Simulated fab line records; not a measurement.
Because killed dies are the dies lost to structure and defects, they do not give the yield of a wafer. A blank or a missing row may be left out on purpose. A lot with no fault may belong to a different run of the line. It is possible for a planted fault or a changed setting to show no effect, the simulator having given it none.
Which tool is to blame? -- flow sky130 -- 45 wafers from 15 lots sampled at 3 of the route's 708 steps

WHAT EACH GAUGE READ, for each wafer
SKY_VIA2_THK_MEAS_23: measures by xrf.
lot,measured,on,VIA2_W_THK (nm)
L171,day 36 01:22,film metro-02,417 406 404
L173,day 37 02:14,film metro-03,409 418 409
L174,day 37 05:40,film metro-02,411 409 408
L178,day 38 21:50,film metro-02,407 424 426
L179,day 39 11:11,film metro-03,425 410 424
L180,day 39 16:25,film metro-02,405 409 409
L181,day 40 04:57,film metro-03,407 427 421
L182,day 40 06:18,film metro-02,406 403 423
L183,day 40 09:19,film metro-03,414 406 421
L188,day 41 14:23,film metro-04,401 406 412
L189,day 41 18:13,film metro-04,406 408 406
L190,day 41 21:41,film metro-04,415 413 414
L192,day 42 08:47,film metro-02,398 402 394
L193,day 42 15:28,film metro-02,407 394 407
L194,day 43 10:44,film metro-02,407 402 400

SKY_METAL3_OVL_MEAS_14.
lot,measured,on,METAL3_OVL (nm)
L171,day 38 06:40,overlay-01,3 4 1
L173,day 39 06:23,overlay-01,1 9 1
L174,day 39 09:05,overlay-01,1 -2 6
L178,day 40 22:37,overlay-02,2 1 5
L179,day 41 12:20,overlay-02,-3 3 -7
L180,day 41 17:32,overlay-01,-1 -10 -8
L181,day 42 05:49,overlay-02,1 -5 -5
L182,day 42 07:10,overlay-01,-6 1 -1
L183,day 42 10:05,overlay-01,-6 -3 -9
L188,day 43 14:37,overlay-01,0 1 -3
L189,day 43 18:22,overlay-01,3 -3 5
L190,day 43 21:07,overlay-01,2 -4 -2
L192,day 44 07:35,overlay-01,-8 1 -10
L193,day 44 13:49,overlay-01,5 -1 8
L194,day 45 07:59,overlay-02,-1 4 -2

WHAT TOOL EACH LOT RAN ON (gives the tool, then ch and the chambers of the sampled wafers, and finally the start)
lot,SKY_VIA2_CMP_24
L171,"cmp-01 ch 0,1,3, day 36 01:25"
L173,"cmp-01 ch 0,1,3, day 37 02:17"
L174,"cmp-02 ch 0,1,3, day 37 05:48"
L178,"cmp-01 ch 0,1,2, day 38 21:59"
L179,"cmp-02 ch 0,2,3, day 39 11:14"
L180,"cmp-01 ch 0,2, day 39 16:31"
L181,"cmp-01 ch 0,1,3, day 40 04:59"
L182,"cmp-02 ch 0,2,3, day 40 06:31"
L183,"cmp-01 ch 0,2, day 40 09:25"
L188,"cmp-01 ch 0,1,2, day 41 14:31"
L189,"cmp-02 ch 0,1,2, day 41 18:17"
L190,"cmp-01 ch 0,1,2, day 41 21:44"
L192,"cmp-01 ch 0,3, day 42 08:50"
L193,"cmp-01 ch 0,2,3, day 42 15:41"
L194,"cmp-01 ch 0,2,3, day 43 10:53"
- SKY_VIA2_CMP_24: polishes, stops on SiO2, t overpolish 20 s, target thk 0 nm.

WHAT THE TOOLS THEMSELVES READ (means of the sampled wafers that have a number; where no wafer has one, the mark that the record gives instead)
SKY_VIA2_CMP_24.
lot,tool,head pressure psi (psi),motor current A (A),overpolish run s (s),time to endpoint s (s)
L171,cmp-01,3.494,10.7,20.005,102
L173,cmp-01,3.490,10.7,20.007,105
L174,cmp-02,3.501,11.2,19.995,100
L178,cmp-01,3.502,10.9,19.998,105
L179,cmp-02,3.508,11.5,19.993,99
L180,cmp-01,3.492,11.1,19.995,104
L181,cmp-01,3.497,10.7,19.997,102
L182,cmp-02,3.503,11.4,19.998,102
L183,cmp-01,3.498,11.6,19.997,102
L188,cmp-01,3.499,11.1,20.008,103
L189,cmp-02,3.490,11.6,20.002,101
L190,cmp-01,3.496,11.2,19.996,99
L192,cmp-01,3.505,11.7,20.004,95
L193,cmp-01,3.495,10.7,20.004,102
L194,cmp-01,3.505,10.8,19.996,101

THE ANSWER, worked out from the rows above alone
Rule: the usual values come from the lots themselves. Put in order of their means at a reading, lots are off if they are a third of the lots or fewer, leave a main group of 4 or more, and stand apart from it by a gap of 3 or more times the standard deviation of the main group's means; of several such gaps the widest counts. A main group is skipped when, at the precision printed for the reading in the tables above, its means are all equal. A lot without any number at a reading at which 4 lots or more have one is off too. Where the step has rows for the other lots, those lots are counted as sound. First the gauges in route order, then the tools' own readings, where a lot's mean is used as printed above. The first step at which some lot is off is used, and at that step the reading that is off furthest; a lot without a number counts as furthest.
Across all readings shown, no lot is off: no conclusion can be drawn from this.

WHAT THE SIMULATOR PUT IN
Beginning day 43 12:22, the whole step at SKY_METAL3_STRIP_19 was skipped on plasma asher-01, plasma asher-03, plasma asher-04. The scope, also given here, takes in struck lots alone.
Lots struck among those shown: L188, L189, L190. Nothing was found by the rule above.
